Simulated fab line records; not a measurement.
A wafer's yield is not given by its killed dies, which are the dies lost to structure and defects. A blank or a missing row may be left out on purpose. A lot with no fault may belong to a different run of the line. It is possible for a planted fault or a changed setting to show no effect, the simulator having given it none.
Which tool is to blame?	flow gf180mcu	6 lots, 18 wafers sampled, at 4 steps of a route of 602

WHAT EACH GAUGE READ, for each wafer
GF_CONTACT_RS_MEAS_25: measures by four-point-probe.
lot	measured	on	CONTACT_W_RS (ohm/sq)
L339	day 16 13:49	film-metro-01	0.385 0.387 0.385
L346	day 19 02:26	film-metro-04	44.325 44.478 44.930 44.320 44.372 44.981
L350	day 20 15:40	film-metro-04	0.389 0.391 0.389
L352	day 21 09:02	film-metro-01	0.387 0.380 0.385
L355	day 22 08:13	film-metro-02	0.395 0.390 0.389
L361	day 24 09:42	film-metro-02	0.384 0.390 0.386

WHAT TOOL EACH LOT RAN ON (gives the tool, then ch and the chambers of the sampled wafers, and finally the start)
lot	GF_SAB_ETCH_11	GF_CONTACT_SOFTBAKE_10	GF_CONTACT_CVD_24
L339	rie-diel-04 ch 1,3, day 15 13:05	litho-track-03 ch 0, day 16 13:41 or earlier	cvd-w-01 ch 0,1, day 16 13:41
L346	rie-diel-02 ch 0,1,3, day 18 01:01	litho-track-04 ch 0, day 19 02:20 or earlier	cvd-w-02 ch 0,1, day 19 02:20
L350	rie-diel-02 ch 0,1,2, day 19 14:12	litho-track-04 ch 0, day 20 15:32 or earlier	cvd-w-01 ch 0,1, day 20 15:32
L352	rie-diel-02 ch 1,2, day 20 06:59	litho-track-01 ch 0, day 21 08:55 or earlier	cvd-w-02 ch 0,1, day 21 08:55
L355	rie-diel-01 ch 0,1,3, day 21 06:28	litho-track-03 ch 0, day 22 08:07 or earlier	cvd-w-01 ch 0,1, day 22 08:07
L361	rie-diel-02 ch 0,1,2, day 23 08:41	litho-track-04 ch 0, day 24 09:30 or earlier	cvd-w-02 ch 1, day 24 09:30
- GF_SAB_ETCH_11: etches SiO2 in C4F8/O2/Ar, target depth 55 nm, time 8.5 s.
- GF_CONTACT_SOFTBAKE_10: time 62.09 s.
- GF_CONTACT_CVD_24: deposits W, target thk 300 nm, time 90.339 s.

THE ANSWER, worked out from the rows above alone
Rule: the lots themselves supply what counts as usual. The widest of any qualifying gaps counts: lots, ordered by their means at a reading, are off when they make up no more than a third of the lots, leave a main group of 4 or more, and stand apart from it by 3 or more times the standard deviation of that group's means. The tables above print the reading to a certain number of digits; a main group whose means all agree to those digits is not used. Also off: a lot with no number at a reading for which 4 or more lots have one. The other lots that the step has rows for count as sound.
Off: L346, seen at GF_CONTACT_RS_MEAS_25 (CONTACT_W_RS). The main group: mean 0.387 ohm/sq, standard deviation 0.0027.
A tool fits if, at a process step before that reading, it ran every lot that is off, and no sound lot after the first of them. Gauges at GF_CONTACT_RS_MEAS_25: tried the same way as those tools. Because GF_CONTACT_SOFTBAKE_10 lacks a start for some lots, the hours and order of its lots are taken from GF_CONTACT_CVD_24. Of those tried, none fits.

WHAT WAS PUT IN BY THE SIMULATOR
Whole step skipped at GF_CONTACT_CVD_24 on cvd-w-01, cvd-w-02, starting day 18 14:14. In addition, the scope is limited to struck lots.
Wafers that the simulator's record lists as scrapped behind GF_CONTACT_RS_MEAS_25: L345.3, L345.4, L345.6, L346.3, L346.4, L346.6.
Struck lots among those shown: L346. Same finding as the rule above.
